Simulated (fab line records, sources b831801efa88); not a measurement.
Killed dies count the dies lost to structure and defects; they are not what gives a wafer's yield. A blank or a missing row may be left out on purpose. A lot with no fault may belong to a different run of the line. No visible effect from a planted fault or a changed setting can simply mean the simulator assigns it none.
A single fault, viewed from 2 desks	flow sky130	each desk has only its own numbers; what lay behind them comes last

## TOOL OWNER'S DESK, rie_diel-03
The tool's own readings at SKY_SONOS_ONO_ETCH_15 (etches the open film in CHF3/O2, target depth 19.52 nm, time 7.8 s): means of the sampled wafers that have a number, for each lot that ran on this tool. The brackets show how far a lot's mean lies from the usual mean; more than 4 standard deviations puts the lot out of limits, marked OUT.
Columns: A = bias_w at SKY_SONOS_ONO_ETCH_15, usual 199.9 W; B = drypump_motor_current_A at SKY_SONOS_ONO_ETCH_15, usual 5.6 A; C = oes_product_au at SKY_SONOS_ONO_ETCH_15, usual 1.004 a.u.; D = rf_fwd_power_W at SKY_SONOS_ONO_ETCH_15, usual 589 W; E = throttle_valve_pct at SKY_SONOS_ONO_ETCH_15, usual 8.825 %
lot	first seen here	A	B	C	D	E
L478	day 14 12:28	200.3	5.4	1.001	590	8.822
L479	day 15 03:40	199.4	5.5	1.001	590	8.824
L480	day 15 06:16	200.0	5.2	1.006	591	8.818
L485	day 16 17:44	199.7	5.3	0.999	593	8.824
L489	day 18 11:16	199.7	5.6	1.005	592	8.827
This desk's verdict: no lot among the 5 shows anything out of limits.

## FROM THE METROLOGY DESK
Means of the sampled wafers that have a number, per lot and without regard to the tool the lot ran on: this is what the gauges read. The brackets show how far a lot's mean lies from the usual mean; more than 4 standard deviations puts the lot out of limits, marked OUT.
Columns: A = cd_nm at SKY_SD_N_CD_MEAS_07, usual 380.8 nm; B = cd_nm at SKY_VIA1_CD_MEAS_12, usual 149.9 nm
lot	first seen here	A	B
L474	day 28 23:34	380.2	149.6
L475	day 29 13:31	381.4	149.9
L478	day 29 22:43	378.1	150.1
L479	day 30 09:41	381.8	149.8
L480	day 30 14:26	383.0	149.6
L482	day 31 09:05	377.6	150.5
L485	day 31 22:07	381.3	148.7
L490	day 33 13:01	381.5	150.6
L489	day 33 15:51	381.6	150.0
L494	day 35 02:16	379.2	149.8
L495	day 35 06:48	385.1	149.3
This desk's verdict: no lot among the 11 shows anything out of limits.

## TAKEN TOGETHER
The tool owner's desk saw nothing out of limits.
At the metrology desk, nothing out of limits was observed.

## WHAT THE SIMULATOR HAD INSERTED
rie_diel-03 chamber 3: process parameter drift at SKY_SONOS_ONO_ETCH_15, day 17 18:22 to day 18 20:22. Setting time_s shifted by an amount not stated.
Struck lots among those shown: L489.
